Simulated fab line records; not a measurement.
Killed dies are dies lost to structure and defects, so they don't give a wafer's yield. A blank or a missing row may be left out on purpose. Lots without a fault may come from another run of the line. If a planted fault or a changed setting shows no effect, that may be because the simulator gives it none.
Which tool is to blame?	flow gf180mcu	11 lots, 33 wafers sampled, at 6 steps of a route of 602

WHAT THE GAUGES READ, wafer by wafer
GF_POLY_GATE_THK_MEAS_01. Usual: for POLY_GATE_CVD_00_THK the level is 199.9 nm and the standard deviation is 1.8.
lot	measured	on	POLY_GATE_CVD_00_THK (nm)	flag
L343	day 8 23:28	film-metro-02	200.5 198.9 200.5	
L344	day 9 07:35	film-metro-02	198.1 199.8 200.5	
L348	day 10 15:38	film-metro-02	201.4 201.1 198.9	
L350	day 10 23:52	film-metro-02	198.5 199.1 197.9	
L351	day 11 08:13	film-metro-02	200.0 200.3 200.0	
L356	day 12 20:24	film-metro-01	109.0 109.8 107.9	OFF
L357	day 13 01:55	film-metro-01	107.5 106.1 106.5	OFF
L358	day 13 11:26	film-metro-02	107.8 108.1 105.6	OFF
L359	day 13 20:31	film-metro-02	199.3 199.1 197.5	
L362	day 14 17:40	film-metro-01	200.0 201.1 199.0	
L364	day 15 08:24	film-metro-02	198.2 199.8 201.1	

GF_HV_LDD_OVL_MEAS_08. Usual: for HV_LDD_OVL the level is 0.8 nm and the standard deviation is 1.4.
lot	measured	on	HV_LDD_OVL (nm)	flag
L343	day 10 12:25	overlay-02	0.0 -1.7 -2.3	
L344	day 10 20:01	overlay-02	0.9 3.6 1.9	
L348	day 12 07:25	overlay-01	0.2 0.0 -1.3	
L350	day 12 15:22	overlay-02	3.8 2.1 3.1	
L351	day 13 01:10	overlay-01	0.4 -0.5 1.0	
L356	day 14 17:43	overlay-01	-0.2 -0.5 0.5	
L357	day 14 21:07	overlay-01	0.6 0.1 1.4	
L358	day 15 08:13	overlay-02	1.7 1.6 0.3	
L359	day 15 16:22	overlay-01	0.5 -0.4 -2.5	
L362	day 16 15:25	overlay-02	2.0 2.0 3.1	
L364	day 17 06:18	overlay-01	0.6 -0.1 -1.3	

WHICH TOOL RAN EACH LOT (tool, then ch and the chambers of the sampled wafers, then the start)
lot	GF_VT_IMPLANT_STRIP_20	GF_VT_IMPLANT_STRIP_42	GF_POLY_GATE_CVD_00	GF_POLY_GATE_ETCH_13
L343	plasma-asher-03 ch 0,1, day 6 17:13	plasma-asher-02 ch 0,1, day 8 00:56	lpcvd-02 ch 0, day 8 22:08	rie-si-02 ch 0,2,3, day 9 17:13
L344	plasma-asher-02 ch 0,1, day 7 01:04	plasma-asher-03 ch 0,1, day 8 09:25	lpcvd-01 ch 0, day 9 06:11	rie-si-01 ch 0,1,3, day 10 01:01
L348	plasma-asher-02 ch 0,1, day 8 01:50	plasma-asher-02 ch 0,1, day 9 11:10	lpcvd-01 ch 1, day 10 14:18	rie-si-01 ch 0,1,2, day 11 10:07
L350	plasma-asher-02 ch 0, day 8 14:31	plasma-asher-02 ch 0, day 10 00:38	lpcvd-01 ch 1, day 10 22:31	rie-si-01 ch 0,1,3, day 11 18:22
L351	plasma-asher-03 ch 0,1, day 8 20:52	plasma-asher-02 ch 0,1, day 10 07:19	lpcvd-01 ch 1, day 11 06:12	rie-si-01 ch 1,2,3, day 12 03:37
L356	plasma-asher-02 ch 0,1, day 10 06:05	plasma-asher-01 ch 0,1, day 11 18:13	lpcvd-01 ch 0, day 12 19:04	rie-si-02 ch 1,2,3, day 13 16:59
L357	plasma-asher-03 ch 0,1, day 10 10:43	plasma-asher-02 ch 0,1, day 12 00:01	lpcvd-01 ch 1, day 13 00:34	rie-si-02 ch 0,3, day 13 22:42
L358	plasma-asher-03 ch 0,1, day 10 17:07	plasma-asher-03 ch 0,1, day 12 05:54	lpcvd-01 ch 0, day 13 09:25	rie-si-01 ch 1,3, day 14 08:22
L359	plasma-asher-02 ch 0,1, day 11 02:22	plasma-asher-01 ch 0,1, day 12 16:40	lpcvd-02 ch 1, day 13 19:11	rie-si-01 ch 2,3, day 14 17:34
L362	plasma-asher-03 ch 0,1, day 11 23:19	plasma-asher-02 ch 0,1, day 13 15:11	lpcvd-02 ch 1, day 14 16:19	rie-si-01 ch 0,1,3, day 15 15:12
L364	plasma-asher-03 ch 0,1, day 12 10:16	plasma-asher-02 ch 0, day 14 03:35	lpcvd-02 ch 0, day 15 07:04	rie-si-02 ch 0,3, day 16 06:10
- GF_VT_IMPLANT_STRIP_20: strips in O2/N2.
- GF_VT_IMPLANT_STRIP_42: strips in O2/N2.
- GF_POLY_GATE_CVD_00: deposits poly-Si, target thk 200 nm, time 1200 s.
- GF_POLY_GATE_ETCH_13: etches poly-Si in HBr/Cl2, stops on SiO2, target depth 198.5 nm, time 69.6 s.

AS READ BY THE TOOLS THEMSELVES (means over the sampled wafers that have a number; for cases with no such wafer, the mark the record gives instead)
GF_VT_IMPLANT_STRIP_20. Usual: drypump-motor-current-A 5.89 A, standard deviation 0.18; heater-power-w 315 W, standard deviation 36; oes-product-au 0.716 a.u., standard deviation 0.0046; strip-time-to-endpoint-s 12.612 s, standard deviation 0.03.
lot	tool	drypump-motor-current-A (A)	heater-power-w (W)	oes-product-au (a.u.)	strip-time-to-endpoint-s (s)	flag
L343	plasma-asher-03	5.81	340	0.715	12.607	
L344	plasma-asher-02	6.08	302	0.713	12.618	
L348	plasma-asher-02	6.07	303	0.718	12.603	
L350	plasma-asher-02	6.15	327	0.714	12.606	
L351	plasma-asher-03	5.75	332	0.722	12.641	
L356	plasma-asher-02	6.07	303	0.715	12.611	
L357	plasma-asher-03	5.83	334	0.715	12.633	
L358	plasma-asher-03	5.74	330	0.716	12.606	
L359	plasma-asher-02	5.96	280	0.722	12.640	
L362	plasma-asher-03	5.83	336	0.713	12.609	
L364	plasma-asher-03	5.74	335	0.711	12.618	

GF_VT_IMPLANT_STRIP_42. Usual: drypump-motor-current-A 5.89 A, standard deviation 0.22; heater-power-w 322 W, standard deviation 40; oes-product-au 0.716 a.u., standard deviation 0.0045; strip-time-to-endpoint-s 12.61 s, standard deviation 0.033.
lot	tool	drypump-motor-current-A (A)	heater-power-w (W)	oes-product-au (a.u.)	strip-time-to-endpoint-s (s)	flag
L343	plasma-asher-02	6.05	305	0.718	12.57	
L344	plasma-asher-03	5.83	342	0.719	12.58	
L348	plasma-asher-02	5.95	281	0.719	12.66	
L350	plasma-asher-02	6.15	324	0.717	12.59	
L351	plasma-asher-02	5.96	279	0.715	12.61	
L356	plasma-asher-01	5.89	373	0.715	12.60	
L357	plasma-asher-02	5.95	278	0.714	12.62	
L358	plasma-asher-03	5.76	331	0.722	12.60	
L359	plasma-asher-01	5.66	362	0.714	12.58	
L362	plasma-asher-02	6.07	304	0.713	12.60	
L364	plasma-asher-02	6.17	327	0.718	12.62	

GF_POLY_GATE_CVD_00. Usual: zone-power-top-pct 21.4 %, standard deviation 1.7.
lot	tool	zone-power-top-pct (%)	flag
L343	lpcvd-02	23.5	
L344	lpcvd-01	19.2	
L348	lpcvd-01	21.3	
L350	lpcvd-01	21.5	
L351	lpcvd-01	21.3	
L356	lpcvd-01	19.1	
L357	lpcvd-01	21.7	
L358	lpcvd-01	19.1	
L359	lpcvd-02	21.4	
L362	lpcvd-02	21.4	
L364	lpcvd-02	23.3	

GF_POLY_GATE_ETCH_13. Usual: bias-w 100.00 W, standard deviation 0.29; drypump-motor-current-A 6.0 A, standard deviation 0.47; oes-product-au 0.994 a.u., standard deviation 0.0085; throttle-valve-pct 33.685 %, standard deviation 0.0097.
lot	tool	bias-w (W)	drypump-motor-current-A (A)	oes-product-au (a.u.)	throttle-valve-pct (%)	flag
L343	rie-si-02	99.91	6.1	0.997	33.692	
L344	rie-si-01	100.23	6.2	1.000	33.680	
L348	rie-si-01	99.77	6.0	0.989	33.685	
L350	rie-si-01	99.87	6.2	0.985	33.685	
L351	rie-si-01	99.99	6.1	1.002	33.687	
L356	rie-si-02	99.92	5.7	0.680	33.680	OFF
L357	rie-si-02	99.99	6.3	0.663	33.686	OFF
L358	rie-si-01	99.97	6.3	0.672	33.680	OFF
L359	rie-si-01	99.88	5.9	0.996	33.687	
L362	rie-si-01	99.97	6.1	0.990	33.692	
L364	rie-si-02	99.94	5.9	0.985	33.683	

THE ANSWER, worked out from the rows above alone
Rule: a lot is off if the mean of its wafers that have a number lies more than 3 standard deviations from the usual mean. A lot without any number at a reading at which 4 lots or more have one is off too. Any other lot the step has rows for is counted as sound. After the gauges, taken in route order, come the tools' own readings; for these a lot's mean is taken, as printed above. At the first step where some lot is off, the reading lying furthest off is the one used; lots without a number count as furthest.
Off: at GF_POLY_GATE_THK_MEAS_01 (POLY_GATE_CVD_00_THK), L356, L357, L358.
If a tool, at a process step before that reading, ran all the lots that are off and no sound lot after the first of them, it fits. The gauges at GF_POLY_GATE_THK_MEAS_01 aren't tried: what is off there is off at GF_POLY_GATE_ETCH_13 too, on other tools, and a gauge's error can't cause that. One fits: GF_POLY_GATE_CVD_00 on lpcvd-01. A fault onset in the window from L351 (day 11 06:12, its last sound lot) to L356 (day 12 19:04, its first lot off) fits.

WHAT WAS PUT IN BY THE SIMULATOR
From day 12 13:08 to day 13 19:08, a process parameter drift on lpcvd-01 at GF_POLY_GATE_CVD_00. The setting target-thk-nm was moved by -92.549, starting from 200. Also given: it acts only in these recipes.
Shown lots that were struck: L356, L357, L358. The rule given above showed the same thing.
